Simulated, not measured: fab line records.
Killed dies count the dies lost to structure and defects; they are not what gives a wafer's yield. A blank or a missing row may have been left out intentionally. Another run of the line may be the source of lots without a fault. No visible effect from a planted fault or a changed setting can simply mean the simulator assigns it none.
One fault seen from 2 desks -- flow sky130 -- what lay behind the numbers comes last; until then each desk has only its own

## THE METROLOGY DESK
What the gauges read, lot by lot, whatever tool the lot ran on: means of the sampled wafers that have a number. Marked OUT: a lot whose mean sits more than 4 standard deviations from the usual mean, which makes it out of limits; the brackets give that distance.
Columns: A = VT_ADJUST_HVTR_TW at SKY_VT_ADJUST_HVTR_TW_MEAS_11, usual 212.0; B = SONOS_ONO_CVD_02_THK at SKY_SONOS_ONO_THK_MEAS_03, usual 10.47 nm
lot,first seen here,A,B
L385,day 9 16:44,210.7,10.61
L387,day 10 18:40,214.1,10.85
L390,day 11 12:56,210.3,10.51
L392,day 11 18:58,212.3,10.28
L393,day 12 03:59,212.0,12.96 (+18) OUT
L394,day 12 11:21,212.4,13.01 (+18) OUT
L395,day 12 15:50,213.4,12.86 (+17) OUT
L403,day 15 00:03,209.2,10.44
L404,day 15 13:19,211.0,10.43
L405,day 15 13:19,213.4,10.33
L408,day 16 14:07,210.6,10.57
Per this desk, out of limits: L393, L394, L395; the first was L393, day 14 11:44 (SONOS_ONO_CVD_02_THK at SKY_SONOS_ONO_THK_MEAS_03). L385, L387, L390, L392, L403, L404, L405, L408 stayed within limits.

## FOR THE TOOL OWNER'S DESK: lpcvd-02
The tool's own readings at SKY_SONOS_ONO_CVD_02 (deposits Si3N4 from DCS/NH3, target thk 10.5 nm, time 180 s): means of the sampled wafers that have a number, for each lot that ran on this tool. Marked OUT: a lot whose mean sits more than 4 standard deviations from the usual mean, which makes it out of limits; the brackets give that distance.
Columns: A = spike-tc-bottom-C at SKY_SONOS_ONO_CVD_02, usual 792.3 C; B = spike-tc-centre-C at SKY_SONOS_ONO_CVD_02, usual 771.0 C; C = spike-tc-lower-C at SKY_SONOS_ONO_CVD_02, usual 770.1 C; D = spike-tc-top-C at SKY_SONOS_ONO_CVD_02, usual 777.7 C; E = spike-tc-upper-C at SKY_SONOS_ONO_CVD_02, usual 770.3 C; F = susceptor-temp-C at SKY_SONOS_ONO_CVD_02, usual 770.0 C; G = zone-power-centre-pct at SKY_SONOS_ONO_CVD_02, usual 13.21 %
lot,first seen here,A,B,C,D,E,F,G
L385,day 11 16:29,790.3,771.5,770.6,774.8,769.7,770.1,13.13
L387,day 12 21:08,793.2,770.1,770.0,780.4,770.7,769.7,13.14
L390,day 13 17:51,793.0,770.3,769.2,780.2,770.9,770.3,13.19
L392,day 14 03:11,791.3,772.8,770.7,774.9,769.3,769.9,13.32
L393,day 14 10:41,803.9 (+6.4) OUT,782.3 (+8.7) OUT,780.8 (+11) OUT,790.6 (+4.8) OUT,782.6 (+10) OUT,781.6 (+32) OUT,13.69
L394,day 14 17:52,805.3 (+7.2) OUT,781.6 (+8.1) OUT,780.7 (+11) OUT,790.7 (+4.8) OUT,783.1 (+11) OUT,781.3 (+31) OUT,13.59
L395,day 14 20:22,802.1 (+5.5) OUT,783.6 (+9.7) OUT,781.6 (+12) OUT,785.9,781.0 (+8.9) OUT,781.4 (+32) OUT,13.56
L403,day 17 10:39,793.8,770.2,768.9,780.5,770.6,769.8,13.12
L404,day 18 01:10,789.8,772.5,771.0,775.1,768.9,770.2,13.10
L405,day 18 01:10,793.9,770.5,770.6,780.0,771.5,770.1,13.17
L408,day 19 03:53,790.8,771.4,770.4,775.3,769.0,770.1,13.15
This desk's finding: out of limits on L393, L394, L395; first on L393, day 14 10:41 (spike-tc-bottom-C at SKY_SONOS_ONO_CVD_02). L385, L387, L390, L392, L403, L404, L405, L408 stayed within limits.

## BROUGHT TOGETHER
The tool owner's desk had the chance to raise an alarm at day 14 10:41 on L393, L394, L395.
The metrology desk could have raised an alarm at day 14 11:44, on L393, L394, L395.
Of the lots named, all ran SKY_SONOS_ONO_CVD_02 on lpcvd-02.

## WHAT HAD BEEN PUT IN BY THE SIMULATOR
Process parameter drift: lpcvd-02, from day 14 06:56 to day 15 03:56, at SKY_SONOS_ONO_CVD_02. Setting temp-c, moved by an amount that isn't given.
Struck lots among those shown: L393, L394, L395.
Time in hours from fault onset to the first out-of-limits reading at each desk: tool owner's desk 4, metrology desk 5.
